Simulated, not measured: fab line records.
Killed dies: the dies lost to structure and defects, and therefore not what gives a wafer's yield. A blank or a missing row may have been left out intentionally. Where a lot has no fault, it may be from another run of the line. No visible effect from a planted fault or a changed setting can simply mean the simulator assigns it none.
fab line records / flow sky130
record: lots: 5 wafers: 15 lastDay: 50
route steps=708 shown VIA3@587 METAL4@598 CAP2M@603 PAD_OPEN@708
lots untouched by any fault: they come from a run of this same line in which no faults occurred
startH: start of the lot's first displayed wafer, in hours after the record's first day / waitH: time in hours since the lot's previous step / " unchanged from the row above / L1.1+2: a single row standing in for several wafers / - no value present, or no start provided / * or withheld: withheld / < > ~ a bound
route shown NAME@n: names a module that has steps shown in the file, with the first one's number in the route / usual: average and standard deviation across the fault-free wafers / same: alike in all rows / chamber/n: place in a boat / sites: each site's reading / _std_site: the values' standard deviation / _edge_site: outer sites' mean less inner sites' / radiusMm: for every site, how far away it sits from the centre of the wafer / mask NAME#n: copy n / behind: tool/chamber where the wafer was last shaped / hold: cause of the lot's hold/its duration in hours/its outcome / device: transistor that didn't switch, given as n, p or np / end of line: the tests these same wafers got at the end of their route / a step given without rows: its recipe and nothing more / killed: at the first sort, the dies lost to defects and structure; wafer yield is something else / map: per-die view of a wafer (x killed, . not killed, _ where there is no die)
set.NAME: the setting that was run; set.NAME@STEP: the one run at that earlier step / model.NAME: the simulator's own value behind a step, which no gauge read
lots seen at some steps along the route; tables by step, rows by wafer
services: the hour from which a tool's chamber was out of use, counted from the record's first day as startH (under 0 if before that day), plus the number of hours and why
== steps ==
step: SKY_VIA3_ETCH_14
recipe: chemistry: N2/H2 target: BARC ionEnergyEv: 200 sourceW: 500 biasW: 100 pressureMtorr: 30 n2FlowSccm: 100 h2FlowSccm: 200 stopOn: SiO2 timeS: 45.9 targetDepthA: 600
step: SKY_VIA3_ETCH_15
recipe: target: SiO2 chemistry: C4F8/O2/Ar targetDepthNm: 507 stopOn: TiN maskMaterial: KrF-thick sourceW: 1500 biasW: 1200 pressureMtorr: 40 c4f8FlowSccm: withheld O2_flow_sccm: 6 Ar_flow_sccm: 300 timeS: 78
step: SKY_VIA3_STRIP_16
recipe: chemistry: O2/N2 powerW: 1400 pressureMtorr: 1500 platenTempC: withheld o2FlowSccm: 3000 n2FlowSccm: 300 overashFraction: 0.5
step: SKY_VIA3_STRIP_17
recipe: chemistry: postEtchResidueRemover timeS: 1200 tempC: 72.5
step: SKY_VIA3_CLEAN_18
recipe: chemistry: IPA timeS: 180 tempC: 25
step: SKY_VIA3_CLEAN_19
recipe: chemistry: O3/DIW dry: n2Spin
step: SKY_VIA3_SPUTTER_20
recipe: material: TiN targetThkNm: 20 chamberPressurePa: 5 powerW: 4000 timeS: 80
step: SKY_VIA3_CVD_21
recipe: material: W targetThkNm: 390 timeS: 117.31 tempC: 400 pressureTorr: 40
step: SKY_VIA3_CMP_24
recipe: stopOn: SiO2 tOverpolishS: 20 downForcePsi: 3.5 platenRpm: 60 targetThkNm: 0 padVelocityMS: 0.94248
usual: edgeZonePressureFrac: 1.000/0.005 motorCurrentA: 10.9/1.3 overpolishRunS: 20.001/0.0089 slurryFlowMlMin: 150.0/0.45 timeToEndpointS: 95/3.6
lot.wafer=L600.1 tool=cmp-02 chamber=0 startH=949.31 waitH=0.1 edgeZonePressureFrac=1.005 motorCurrentA=10.5 overpolishRunS=20.011 slurryFlowMlMin=150.5 timeToEndpointS=92
lot.wafer=L600.4 tool=cmp-02 chamber=1 startH=949.31 waitH=0.1 edgeZonePressureFrac=0.999 motorCurrentA=12.6 overpolishRunS=20.012 slurryFlowMlMin=149.3 timeToEndpointS=99
lot.wafer=L600.6 tool=cmp-02 chamber=3 startH=949.31 waitH=0.1 edgeZonePressureFrac=1.001 motorCurrentA=9.2 overpolishRunS=20.008 slurryFlowMlMin=150.3 timeToEndpointS=98
lot.wafer=L606.4 tool=cmp-01 chamber=1 startH=1009.13 waitH=0.0 edgeZonePressureFrac=0.997 motorCurrentA=10.2 overpolishRunS=20.009 slurryFlowMlMin=151.1 timeToEndpointS=92
lot.wafer=L606.2 tool=cmp-01 chamber=0 startH=1009.13 waitH=0.0 edgeZonePressureFrac=0.997 motorCurrentA=10.4 overpolishRunS=20.005 slurryFlowMlMin=150.1 timeToEndpointS=99
lot.wafer=L606.6 tool=cmp-01 chamber=1 startH=1009.13 waitH=0.0 edgeZonePressureFrac=0.991 motorCurrentA=10.2 overpolishRunS=20.017 slurryFlowMlMin=150.8 timeToEndpointS=94
lot.wafer=L613.2 tool=cmp-02 chamber=0 startH=1046.00 waitH=0.2 edgeZonePressureFrac=1.002 motorCurrentA=10.8 overpolishRunS=19.999 slurryFlowMlMin=148.8 timeToEndpointS=97
lot.wafer=L613.6 tool=cmp-02 chamber=1 startH=1046.00 waitH=0.2 edgeZonePressureFrac=0.997 motorCurrentA=12.0 overpolishRunS=20.011 slurryFlowMlMin=150.2 timeToEndpointS=102
lot.wafer=L613.5 tool=cmp-02 chamber=2 startH=1046.00 waitH=0.2 edgeZonePressureFrac=0.996 motorCurrentA=10.1 overpolishRunS=20.011 slurryFlowMlMin=150.2 timeToEndpointS=94
lot.wafer=L614.2 tool=cmp-02 chamber=3 startH=1053.33 waitH=0.1 edgeZonePressureFrac=1.002 motorCurrentA=9.3 overpolishRunS=20.002 slurryFlowMlMin=149.8 timeToEndpointS=95
lot.wafer=L614.1 tool=cmp-02 chamber=0 startH=1053.33 waitH=0.1 edgeZonePressureFrac=1.003 motorCurrentA=10.6 overpolishRunS=19.988 slurryFlowMlMin=149.3 timeToEndpointS=91
lot.wafer=L614.5 tool=cmp-02 chamber=3 startH=1053.33 waitH=0.1 edgeZonePressureFrac=0.994 motorCurrentA=9.5 overpolishRunS=20.017 slurryFlowMlMin=150.4 timeToEndpointS=95
lot.wafer=L616.3 tool=cmp-02 chamber=1 startH=1066.67 waitH=0.0 edgeZonePressureFrac=0.996 motorCurrentA=13.2 overpolishRunS=20.000 slurryFlowMlMin=150.1 timeToEndpointS=97
lot.wafer=L616.1 tool=cmp-02 chamber=3 startH=1066.67 waitH=0.0 edgeZonePressureFrac=0.996 motorCurrentA=9.3 overpolishRunS=19.984 slurryFlowMlMin=149.5 timeToEndpointS=103
lot.wafer=L616.2 tool=cmp-02 chamber=0 startH=1066.67 waitH=0.0 edgeZonePressureFrac=1.000 motorCurrentA=10.3 overpolishRunS=20.005 slurryFlowMlMin=150.3 timeToEndpointS=94
step: SKY_METAL4_SPUTTER_00
recipe: material: Ti targetThkNm: 15 powerW: 3000 timeS: 10 chamberPressurePa: 0.4
step: SKY_METAL4_SPUTTER_01
recipe: material: TiN targetThkNm: 20 powerW: 6500 timeS: 16.7 chamberPressurePa: 0.4
step: SKY_METAL4_SPUTTER_02
recipe: material: AlCu targetThkNm: 735 powerW: 10600 timeS: 39.1 chamberPressurePa: 0.4
step: SKY_METAL4_SPUTTER_03
recipe: material: Ti targetThkNm: 5 powerW: 3000 timeS: 3.3 chamberPressurePa: 0.4
step: SKY_METAL4_SPUTTER_04
recipe: material: TiN targetThkNm: 70 powerW: 6500 timeS: 58.3 chamberPressurePa: 0.4
step: SKY_CAP2M_CVD_00
recipe: material: SiO2 targetThkNm: 15.5 tempC: 400 timeS: withheld rfW: 450
step: SKY_CAP2M_SPUTTER_02
recipe: material: TiN targetThkNm: 200 tempC: 300 powerW: 6500 timeS: 166.7 chamberPressurePa: 0.4
step: SKY_CAP2M_DEHYDRATE_05
recipe: tempC: 200 timeS: 60
step: SKY_CAP2M_HMDS_06
recipe: primeTimeS: 60 primeTempC: 120
step: SKY_CAP2M_COAT_07
recipe: resist: NOVOLAK spinRpm: 3000 resistThkNm: 1140
step: SKY_CAP2M_SOFTBAKE_08
recipe: tempC: 90 timeS: 60 resist: NOVOLAK
step: SKY_CAP2M_EXPOSE_09
recipe: maskId: CAP2M na: 0.6 sourceShape: conventional sigmaOuter: 0.6 polarization: unpolarized targetCdNm: 1000 doseMj: 159
step: SKY_CAP2M_PEB_10
recipe: tempC: withheld timeS: * resist: NOVOLAK
step: SKY_CAP2M_DEVELOP_11
recipe: resist: NOVOLAK developer: TMAH developTimeS: 60 devTempC: 23
step: SKY_CAP2M_METAL_ETCH_13
recipe: targetDepthNm: 220 stopOn: SiO2 chemistry: Cl2/BCl3 target: TiN pressureMtorr: 10 icpW: 900 biasW: 48.5 Cl2_flow_sccm: 60 bcl3FlowSccm: 30 timeS: 62.9
step: SKY_CAP2M_STRIP_14
recipe: chemistry: O2/N2 powerW: 1400 pressureMtorr: 1500 platenTempC: withheld o2FlowSccm: 3000 n2FlowSccm: 300 overashFraction: 0.5
step: SKY_CAP2M_STRIP_15
recipe: chemistry: postEtchResidueRemover timeS: 1200 tempC: 72.5
step: SKY_CAP2M_CLEAN_16
recipe: chemistry: IPA timeS: 180 tempC: 25
step: SKY_CAP2M_CLEAN_17
recipe: chemistry: O3/DIW dry: n2Spin
step: SKY_METAL4_DEHYDRATE_05
recipe: tempC: 200 timeS: 60
step: SKY_METAL4_HMDS_06
recipe: primeTimeS: 60 primeTempC: 120
step: SKY_METAL4_COAT_07
recipe: resist: BARC tempC: withheld timeS: withheld spinRpm: 3000 resistThkNm: 60
step: SKY_METAL4_COAT_08
recipe: resist: KrF-thick spinRpm: 3000 resistThkNm: 1140
step: SKY_METAL4_SOFTBAKE_09
recipe: tempC: 100 timeS: 90 resist: KrF-thick
step: SKY_METAL4_EXPOSE_10
recipe: maskId: MM4 na: 0.68 sourceShape: annular sigmaInner: 0.4 sigmaOuter: 0.8 targetCdNm: 300 doseMj: 28
step: SKY_PAD_OPEN_PROBE_99
usual: defectLimitedYield: 82.8/1.9 killed_at_M0_to_M3: 42/6.9 killed_at_M4_up: 3.2/1.7 killedAtContacts: 23/5.5 killedAtFrontEnd: 16/4 killedAtOther: 0.4/0.55 killedDies: 85/9.2 killedOnRim: 16/3.5 killedOpen: 46/6.8 killedShort: 38/6.2 sort_bin_3_pad_short: 0.9/0.4 sort_bin_5_function: 10.2/1.5 sort_bin_6_memory: 6.2/1.1 sortNPass: 407/9.2 sortYieldPct: 82.8/1.9
same: grossDies: 492 killedAtBackSide: 0 sort_bin_4_leakage[%]: 0 sort_bin_8_speed[%]: 0
lot.wafer=L600.1 tool=prober-02 chamber=- startH=1092.63 waitH=0.1 defectLimitedYield[%]=80.3 killed_at_M0_to_M3=52 killed_at_M4_up=3 killedAtContacts=24 killedAtFrontEnd=18 killedAtOther=0 killedDies=97 killedOnRim=24 killedOpen=46 killedShort=50 sort_bin_3_pad_short[%]=1.0 sort_bin_5_function[%]=13.8 sort_bin_6_memory[%]=4.9 sortNPass=395 sortYieldPct[%]=80.3 model.etest.tester.sortNPass=395 model.etest.tester.sortYieldPct=80.28 model.etest.tester.sort_bin_5_pct=13.82 model.etest.tester.sort_bin_6_pct=4.878 model.etest.tester.sort_bin_3_pct=1.016
lot.wafer=L600.4 tool=prober-02 chamber=- startH=1092.78 waitH=0.2 defectLimitedYield[%]=76.6 killed_at_M0_to_M3=57 killed_at_M4_up=8 killedAtContacts=36 killedAtFrontEnd=14 killedAtOther=0 killedDies=115 killedOnRim=20 killedOpen=66 killedShort=49 sort_bin_3_pad_short[%]=1.6 sort_bin_5_function[%]=13.6 sort_bin_6_memory[%]=8.1 sortNPass=377 sortYieldPct[%]=76.6 model.etest.tester.sortNPass=377 model.etest.tester.sortYieldPct=76.63 model.etest.tester.sort_bin_5_pct=13.62 model.etest.tester.sort_bin_6_pct=8.13 model.etest.tester.sort_bin_3_pct=1.626
lot.wafer=L600.6 tool=prober-02 chamber=- startH=1092.88 waitH=0.2 defectLimitedYield[%]=80.9 killed_at_M0_to_M3=38 killed_at_M4_up=4 killedAtContacts=34 killedAtFrontEnd=18 killedAtOther=0 killedDies=94 killedOnRim=16 killedOpen=53 killedShort=41 sort_bin_3_pad_short[%]=1.0 sort_bin_5_function[%]=10.2 sort_bin_6_memory[%]=7.9 sortNPass=398 sortYieldPct[%]=80.9 model.etest.tester.sortNPass=398 model.etest.tester.sortYieldPct=80.89 model.etest.tester.sort_bin_5_pct=10.16 model.etest.tester.sort_bin_6_pct=7.927 model.etest.tester.sort_bin_3_pct=1.016
lot.wafer=L606.2 tool=prober-01 chamber=- startH=1142.78 waitH=0.1 defectLimitedYield[%]=85.0 killed_at_M0_to_M3=36 killed_at_M4_up=0 killedAtContacts=25 killedAtFrontEnd=13 killedAtOther=0 killedDies=74 killedOnRim=17 killedOpen=40 killedShort=34 sort_bin_3_pad_short[%]=1.4 sort_bin_5_function[%]=10.4 sort_bin_6_memory[%]=3.3 sortNPass=418 sortYieldPct[%]=85.0 model.etest.tester.sortNPass=418 model.etest.tester.sortYieldPct=84.96 model.etest.tester.sort_bin_5_pct=10.37 model.etest.tester.sort_bin_6_pct=3.252 model.etest.tester.sort_bin_3_pct=1.423
lot.wafer=L606.4 tool=prober-01 chamber=- startH=1142.88 waitH=0.2 defectLimitedYield[%]=85.8 killed_at_M0_to_M3=30 killed_at_M4_up=3 killedAtContacts=22 killedAtFrontEnd=14 killedAtOther=1 killedDies=70 killedOnRim=14 killedOpen=39 killedShort=31 sort_bin_3_pad_short[%]=0.6 sort_bin_5_function[%]=8.9 sort_bin_6_memory[%]=4.7 sortNPass=422 sortYieldPct[%]=85.8 model.etest.tester.sortNPass=422 model.etest.tester.sortYieldPct=85.77 model.etest.tester.sort_bin_5_pct=8.943 model.etest.tester.sort_bin_6_pct=4.675 model.etest.tester.sort_bin_3_pct=0.6098
lot.wafer=L606.6 tool=prober-01 chamber=- startH=1142.98 waitH=0.2 defectLimitedYield[%]=85.0 killed_at_M0_to_M3=42 killed_at_M4_up=2 killedAtContacts=17 killedAtFrontEnd=12 killedAtOther=1 killedDies=74 killedOnRim=10 killedOpen=45 killedShort=29 sort_bin_3_pad_short[%]=0.2 sort_bin_5_function[%]=8.3 sort_bin_6_memory[%]=6.5 sortNPass=418 sortYieldPct[%]=85.0 model.etest.tester.sortNPass=418 model.etest.tester.sortYieldPct=84.96 model.etest.tester.sort_bin_5_pct=8.333 model.etest.tester.sort_bin_6_pct=6.504 model.etest.tester.sort_bin_3_pct=0.2033
lot.wafer=L613.2 tool=prober-01 chamber=- startH=1171.51 waitH=0.1 defectLimitedYield[%]=61.6 killed_at_M0_to_M3=147 killed_at_M4_up=4 killedAtContacts=29 killedAtFrontEnd=9 killedAtOther=0 killedDies=189 killedOnRim=33 killedOpen=48 killedShort=28 sort_bin_3_pad_short[%]=3.0 sort_bin_5_function[%]=22.8 sort_bin_6_memory[%]=12.6 sortNPass=303 sortYieldPct[%]=61.6 model.etest.tester.sortNPass=303 model.etest.tester.sortYieldPct=61.59 model.etest.tester.sort_bin_5_pct=22.76 model.etest.tester.sort_bin_6_pct=12.6 model.etest.tester.sort_bin_3_pct=3.049
lot.wafer=L613.5 tool=prober-01 chamber=- startH=1171.66 waitH=0.2 defectLimitedYield[%]=64.4 killed_at_M0_to_M3=132 killed_at_M4_up=3 killedAtContacts=25 killedAtFrontEnd=14 killedAtOther=1 killedDies=175 killedOnRim=34 killedOpen=42 killedShort=34 sort_bin_3_pad_short[%]=2.2 sort_bin_5_function[%]=20.3 sort_bin_6_memory[%]=13.0 sortNPass=317 sortYieldPct[%]=64.4 model.etest.tester.sortNPass=317 model.etest.tester.sortYieldPct=64.43 model.etest.tester.sort_bin_5_pct=20.33 model.etest.tester.sort_bin_6_pct=13.01 model.etest.tester.sort_bin_3_pct=2.236
lot.wafer=L613.6 tool=prober-01 chamber=- startH=1171.71 waitH=0.2 defectLimitedYield[%]=63.8 killed_at_M0_to_M3=131 killed_at_M4_up=2 killedAtContacts=29 killedAtFrontEnd=15 killedAtOther=1 killedDies=178 killedOnRim=33 killedOpen=53 killedShort=36 sort_bin_3_pad_short[%]=1.0 sort_bin_5_function[%]=25.2 sort_bin_6_memory[%]=10.0 sortNPass=314 sortYieldPct[%]=63.8 model.etest.tester.sortNPass=314 model.etest.tester.sortYieldPct=63.82 model.etest.tester.sort_bin_5_pct=25.2 model.etest.tester.sort_bin_6_pct=9.959 model.etest.tester.sort_bin_3_pct=1.016
lot.wafer=L614.1 tool=prober-02 chamber=- startH=1176.48 waitH=0.1 defectLimitedYield[%]=60.8 killed_at_M0_to_M3=147 killed_at_M4_up=5 killedAtContacts=24 killedAtFrontEnd=17 killedAtOther=0 killedDies=193 killedOnRim=41 killedOpen=41 killedShort=39 sort_bin_3_pad_short[%]=3.0 sort_bin_5_function[%]=24.0 sort_bin_6_memory[%]=12.2 sortNPass=299 sortYieldPct[%]=60.8 model.etest.tester.sortNPass=299 model.etest.tester.sortYieldPct=60.77 model.etest.tester.sort_bin_5_pct=23.98 model.etest.tester.sort_bin_6_pct=12.2 model.etest.tester.sort_bin_3_pct=3.049
lot.wafer=L614.2 tool=prober-02 chamber=- startH=1176.53 waitH=0.1 defectLimitedYield[%]=64.2 killed_at_M0_to_M3=143 killed_at_M4_up=2 killedAtContacts=20 killedAtFrontEnd=11 killedAtOther=0 killedDies=176 killedOnRim=29 killedOpen=35 killedShort=32 sort_bin_3_pad_short[%]=1.4 sort_bin_5_function[%]=24.6 sort_bin_6_memory[%]=9.8 sortNPass=316 sortYieldPct[%]=64.2 model.etest.tester.sortNPass=316 model.etest.tester.sortYieldPct=64.23 model.etest.tester.sort_bin_5_pct=24.59 model.etest.tester.sort_bin_6_pct=9.756 model.etest.tester.sort_bin_3_pct=1.423
lot.wafer=L614.5 tool=prober-02 chamber=- startH=1176.68 waitH=0.2 defectLimitedYield[%]=65.4 killed_at_M0_to_M3=125 killed_at_M4_up=1 killedAtContacts=30 killedAtFrontEnd=13 killedAtOther=1 killedDies=170 killedOnRim=31 killedOpen=42 killedShort=37 sort_bin_3_pad_short[%]=2.2 sort_bin_5_function[%]=21.3 sort_bin_6_memory[%]=11.0 sortNPass=322 sortYieldPct[%]=65.4 model.etest.tester.sortNPass=322 model.etest.tester.sortYieldPct=65.45 model.etest.tester.sort_bin_5_pct=21.34 model.etest.tester.sort_bin_6_pct=10.98 model.etest.tester.sort_bin_3_pct=2.236
lot.wafer=L616.1 tool=prober-02 chamber=- startH=1188.63 waitH=0.1 defectLimitedYield[%]=63.4 killed_at_M0_to_M3=139 killed_at_M4_up=0 killedAtContacts=20 killedAtFrontEnd=21 killedAtOther=0 killedDies=180 killedOnRim=43 killedOpen=39 killedShort=34 sort_bin_3_pad_short[%]=2.0 sort_bin_5_function[%]=23.0 sort_bin_6_memory[%]=11.6 sortNPass=312 sortYieldPct[%]=63.4 model.etest.tester.sortNPass=312 model.etest.tester.sortYieldPct=63.41 model.etest.tester.sort_bin_5_pct=22.97 model.etest.tester.sort_bin_6_pct=11.59 model.etest.tester.sort_bin_3_pct=2.033
lot.wafer=L616.2 tool=prober-02 chamber=- startH=1188.68 waitH=0.1 defectLimitedYield[%]=64.0 killed_at_M0_to_M3=133 killed_at_M4_up=2 killedAtContacts=31 killedAtFrontEnd=11 killedAtOther=0 killedDies=177 killedOnRim=32 killedOpen=47 killedShort=32 sort_bin_3_pad_short[%]=1.6 sort_bin_5_function[%]=22.2 sort_bin_6_memory[%]=12.2 sortNPass=315 sortYieldPct[%]=64.0 model.etest.tester.sortNPass=315 model.etest.tester.sortYieldPct=64.02 model.etest.tester.sort_bin_5_pct=22.15 model.etest.tester.sort_bin_6_pct=12.2 model.etest.tester.sort_bin_3_pct=1.626
lot.wafer=L616.3 tool=prober-02 chamber=- startH=1188.73 waitH=0.2 defectLimitedYield[%]=65.0 killed_at_M0_to_M3=140 killed_at_M4_up=3 killedAtContacts=16 killedAtFrontEnd=12 killedAtOther=1 killedDies=172 killedOnRim=25 killedOpen=30 killedShort=36 sort_bin_3_pad_short[%]=1.8 sort_bin_5_function[%]=21.1 sort_bin_6_memory[%]=12.0 sortNPass=320 sortYieldPct[%]=65.0 model.etest.tester.sortNPass=320 model.etest.tester.sortYieldPct=65.04 model.etest.tester.sort_bin_5_pct=21.14 model.etest.tester.sort_bin_6_pct=11.99 model.etest.tester.sort_bin_3_pct=1.829
killed by level:class
L600.1 VIA2:geometricParticle:open=10 METAL1:geometricParticle:short=8 CONTACT:geometricParticle:short=7 VIA3:geometricParticle:open=7 LI_CONTACT:geometricParticle:open=6 METAL2:geometricParticle:short=6 LOCAL_INTERCONNECT:geometricParticle:short=5 VIA1:geometricParticle:open=5
L600.4 CONTACT:geometricParticle:open=14 VIA1:geometricParticle:open=10 VIA3:geometricParticle:open=10 LI_CONTACT:geometricParticle:open=9 METAL1:geometricParticle:short=9 VIA1:geometricParticle:short=8 VIA2:geometricParticle:open=8 METAL4:geometricParticle:short=7
L600.6 CONTACT:geometricParticle:open=13 CONTACT:geometricParticle:short=8 VIA1:geometricParticle:open=6 METAL1:geometricParticle:short=6 VIA3:geometricParticle:open=6 LOCAL_INTERCONNECT:geometricParticle:short=5 POLY_GATE:geometricParticle:open=4 SPACER:geometricParticle:open=4
L606.2 VIA1:geometricParticle:open=9 CONTACT:geometricParticle:short=7 CONTACT:geometricParticle:open=7 VIA3:geometricParticle:open=7 FIELD_ISO:geometricParticle:short=5 LI_CONTACT:geometricParticle:short=5 LI_CONTACT:geometricParticle:open=4 METAL2:geometricParticle:short=4
L606.4 CONTACT:geometricParticle:open=10 VIA1:geometricParticle:open=7 VIA3:geometricParticle:open=6 LI_CONTACT:geometricParticle:short=5 VIA2:geometricParticle:open=5 LOCAL_INTERCONNECT:geometricParticle:short=4 METAL1:geometricParticle:short=4 FIELD_ISO:geometricParticle:open=3
L606.6 VIA1:geometricParticle:open=12 VIA3:geometricParticle:open=11 CONTACT:geometricParticle:open=7 FIELD_ISO:geometricParticle:open=5 LI_CONTACT:geometricParticle:short=5 METAL2:geometricParticle:short=5 LI_CONTACT:geometricParticle:open=3 METAL1:geometricParticle:short=3
L613.2 VIA3:unspecified=113 CONTACT:geometricParticle:open=14 VIA1:geometricParticle:open=14 CONTACT:geometricParticle:short=7 LI_CONTACT:geometricParticle:open=6 VIA1:geometricParticle:short=4 FIELD_ISO:geometricParticle:short=3 VIA2:geometricParticle:open=3
L613.5 VIA3:unspecified=99 CONTACT:geometricParticle:open=15 METAL2:geometricParticle:short=6 LI_CONTACT:geometricParticle:open=5 VIA1:geometricParticle:open=5 VIA1:geometricParticle:short=5 POLY_GATE:geometricParticle:open=4 POLY_GATE:geometricParticle:short=4
L613.6 VIA3:unspecified=89 LI_CONTACT:geometricParticle:open=11 VIA1:geometricParticle:open=11 CONTACT:geometricParticle:open=10 VIA1:geometricParticle:short=6 FIELD_ISO:geometricParticle:short=5 VIA3:geometricParticle:open=5 CONTACT:geometricParticle:short=4
L614.1 VIA3:unspecified=113 VIA1:geometricParticle:open=10 LI_CONTACT:geometricParticle:open=7 FIELD_ISO:geometricParticle:open=6 METAL2:geometricParticle:short=6 LOCAL_INTERCONNECT:geometricParticle:short=5 CONTACT:geometricParticle:open=5 FIELD_ISO:geometricParticle:short=4
L614.2 VIA3:unspecified=109 VIA1:geometricParticle:open=10 CONTACT:geometricParticle:open=8 CONTACT:geometricParticle:short=6 METAL2:geometricParticle:short=6 FIELD_ISO:geometricParticle:open=4 LI_CONTACT:geometricParticle:open=4 VIA1:geometricParticle:short=4
L614.5 VIA3:unspecified=91 VIA1:geometricParticle:open=15 CONTACT:geometricParticle:open=10 LI_CONTACT:geometricParticle:short=7 VIA1:geometricParticle:short=6 POLY_GATE:geometricParticle:short=5 LOCAL_INTERCONNECT:geometricParticle:short=5 LI_CONTACT:geometricParticle:open=4
L616.1 VIA3:unspecified=104 LI_CONTACT:geometricParticle:open=7 VIA1:geometricParticle:open=7 VIA3:geometricParticle:short=5 METAL2:geometricParticle:short=4 CONTACT:geometricParticle:open=4 VIA3:geometricParticle:open=4 POLY_GATE:geometricParticle:open=3
L616.2 VIA3:unspecified=97 CONTACT:geometricParticle:open=13 VIA3:geometricParticle:open=6 LI_CONTACT:geometricParticle:open=6 LOCAL_INTERCONNECT:geometricParticle:short=6 VIA1:geometricParticle:short=6 VIA1:geometricParticle:open=6 CONTACT:geometricParticle:short=5
L616.3 VIA3:unspecified=105 VIA1:geometricParticle:open=7 METAL1:geometricParticle:short=7 METAL2:geometricParticle:short=6 VIA3:geometricParticle:open=6 CONTACT:geometricParticle:open=5 FIELD_ISO:geometricParticle:short=4 LI_CONTACT:geometricParticle:open=4
map L613.2 (x killed, . not)
__________.....x...._________
________...x.xx..xx.x._______
______.x.x.x.x.x...x...._____
_____x.x......x.x.xx.....____
____........x.x.xxx...x...___
___..........xxx..xxx..x...__
__x....x..xx....xxx....xx..._
_x.x...x.xx.xx.x.x.x...x.xx.x
_.x..x..x......x.x.xxx.....x.
_...x.xx.xxx..xx...xxx...x.x.
_.x..xxxx.x..xx....x..x.x.xxx
_xxxx.x..xxx........x.x.x.x..
_.xx.x..x....x..x..x..x.x...x
_x....xx.....x.x..x.......x..
_x..x.xxx.x...xx.x..x....x.xx
__..x.x..x.xx...xx......x..x_
___....x..xx.x.xx...x.xx..x__
____.x...x......xxxxxx.x.x___
_____xx.x..x..xx.....xx..____
______..xx....x..xx....._____
________xxx...xx...xxx_______
__________.xx.x.xx.x_________
map L614.1 (x killed, . not)
__________.xxxx..x.._________
________.x..x...xxx.xx_______
______....x......xxxx.x._____
_____......x.x.x.x.x...x.____
____xxx.x...xxx....x..xxx.___
___x....xx.x.x..x...xx..x.x__
__x..x..x.xxx.x.x......xx..x_
_.x..x.xx..x..x.....x.....x..
_.x.x.xxxxx........x..xx....x
_........x...xx..xxx.x.x..x..
_..x.x...x.x.x......x.....x..
_....xx.xx.xx.x...x.xx.....xx
_xxx.x..x...x..x.xx.x.xx...xx
_...x...x.......xxxx.x....x.x
_xx...x.x..x...x.x...xx.xxx.x
__x.x.x........x...x.xxx.x.x_
___..x..x....x........x..xx__
____.x.x.x.x....xx.xxxxx..___
_____.xx..xx..xx..xx..x..____
______..x.....x.xxx.x..x_____
________xx.xxx..x....._______
__________.xxx..x.x._________
== services ==
tool=cmp-01 chamber=- startH=952.05 hours=1.2 kind=repair
tool=cmp-01 chamber=- startH=989.18 hours=4.0 kind=pm
tool=cmp-02 chamber=- startH=1011.06 hours=0.4 kind=repair
tool=cmp-01 chamber=- startH=1016.69 hours=4.2 kind=pm
tool=cmp-02 chamber=- startH=1058.99 hours=6.0 kind=pm
== key ==
firstSign: step: SKY_PAD_OPEN_PROBE_99 reading: killed_at_M0_to_M3 direction: up sigmas: 14 usual: 42 struck: 137
effect: step: SKY_PAD_OPEN_PROBE_99 reading: defectLimitedYield direction: down sigmas: 10 usual: 82.8 struck: 63.6
modelEffect: step: SKY_PAD_OPEN_PROBE_99 value: etest.tester.sortNPass without: 404.8 struck: 313.1
metAt SKY_VIA3_CMP_24
struckWafers L613.2,L613.5,L613.6,L614.1,L614.2,L614.5,L616.1,L616.2,L616.3
onsetBetween 949.31 1046.00
alsoFits time
fault: kind: chamberParticleSource tool: cmp-02 chamber: - onsetH: 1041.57 steps: SKY_VIA3_CMP_24 ratePerVisitCm2: 0.48457 endH: 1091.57
